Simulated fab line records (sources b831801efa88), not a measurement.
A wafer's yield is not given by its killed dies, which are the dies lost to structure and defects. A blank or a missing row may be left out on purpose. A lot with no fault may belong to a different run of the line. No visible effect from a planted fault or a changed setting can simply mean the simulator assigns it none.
Which tool did it?	flow gf180mcu	13 lots, 38 wafers sampled, at 3 steps of a route of 602

## WHAT EACH GAUGE READ, for each wafer
GF_M2_CD_MEAS_14: the cd target is 280 nm.
lot	measured	on	cd_nm (nm)
L536	day 19 11:13	cd_sem-02	277.5 278.4 279.1
L537	day 20 01:18	cd_sem-02	281.3 279.5 279.5
L538	day 20 13:24	cd_sem-01	279.8 279.1 279.3
L539	day 21 02:26	cd_sem-01	279.6 279.8 279.6
L541	day 21 08:35	cd_sem-01	279.0 278.8 277.7
L542	day 21 19:23	cd_sem-02	277.9 277.7 278.2
L544	day 22 06:23	cd_sem-01	281.4 281.5 280.9
L546	day 23 01:52	cd_sem-01	278.6 279.5 279.2
L545	day 23 02:08	cd_sem-01	280.7 279.5 280.4
L548	day 23 21:20	cd_sem-01	279.8 281.1 282.6
L553	day 25 09:48	cd_sem-01	279.7 279.7 279.7
L557	day 26 07:56	cd_sem-01	279.3 279.8 279.9
L558	day 26 11:35	cd_sem-02	280.7 279.3

GF_V2_BOW_MEAS_05.
lot	measured	on	V2_BOW (um)
L536	day 19 12:46	film_metro-02	100 109 112
L537	day 20 02:41	film_metro-02	101 94 101
L538	day 20 15:02	film_metro-01	108 94 111
L539	day 21 03:56	film_metro-02	115 118 113
L541	day 21 10:05	film_metro-02	107 102 110
L542	day 21 20:52	film_metro-04	100 104 104
L544	day 22 07:47	film_metro-01	102 100 95
L546	day 23 03:22	film_metro-04	99 98 102
L545	day 23 03:43	film_metro-01	114 99 101
L548	day 23 22:44	film_metro-02	94 120 107
L553	day 25 12:12	film_metro-02	101 109 104
L557	day 26 09:45	film_metro-01	95 84 92
L558	day 26 13:02	film_metro-02	106 113

GF_V2_OVL_MEAS_15.
lot	measured	on	V2_OVL (nm)
L536	day 20 12:37	overlay-02	-2 -4 -12
L537	day 21 02:15	overlay-02	-13 -11 -9
L538	day 21 14:21	overlay-02	-7 -3 -2
L539	day 22 03:36	overlay-01	-3 -1 -6
L541	day 22 09:30	overlay-02	-13 -14 -10
L542	day 22 20:28	overlay-02	-11 1 -4
L544	day 23 07:00	overlay-01	-14 -5 -13
L546	day 24 02:18	overlay-02	-15 -7 -6
L545	day 24 02:43	overlay-01	-6 -2 1
L548	day 24 20:54	overlay-01	0 -5 -4
L553	day 26 09:48	overlay-01	0 -8 -5
L557	day 27 05:31	overlay-01	-8 -7 2
L558	day 27 08:48	overlay-02	4 0

## WHAT TOOL EACH LOT RAN ON (gives the tool, then ch and the chambers of the sampled wafers, and finally the start)
Before these readings, the record contains no process step.

## WHAT THE TOOLS THEMSELVES READ (means of the sampled wafers that have a number; where no wafer has one, the mark that the record gives instead)
The record holds no such reading with a usual standard deviation.

## THE ANSWER, worked out from the rows above alone
Rule: the lots themselves supply what counts as usual. The widest of any qualifying gaps counts: lots, ordered by their means at a reading, are off when they make up no more than a third of the lots, leave a main group of 4 or more, and stand apart from it by 3 or more times the standard deviation of that group's means. The tables above print the reading to a certain number of digits; a main group whose means all agree to those digits is not used. A lot without any number at a reading at which 4 lots or more have one is off too. The other lots that the step has rows for count as sound. The gauges are gone through in route order, then the tools' own readings, and for those a lot's mean is taken as printed above. The first step at which some lot is off is used, and at that step the reading that is off furthest; a lot without a number counts as furthest.
None of the lots is off at any reading shown; this tells nothing.

## WHAT THE SIMULATOR HAD PUT IN
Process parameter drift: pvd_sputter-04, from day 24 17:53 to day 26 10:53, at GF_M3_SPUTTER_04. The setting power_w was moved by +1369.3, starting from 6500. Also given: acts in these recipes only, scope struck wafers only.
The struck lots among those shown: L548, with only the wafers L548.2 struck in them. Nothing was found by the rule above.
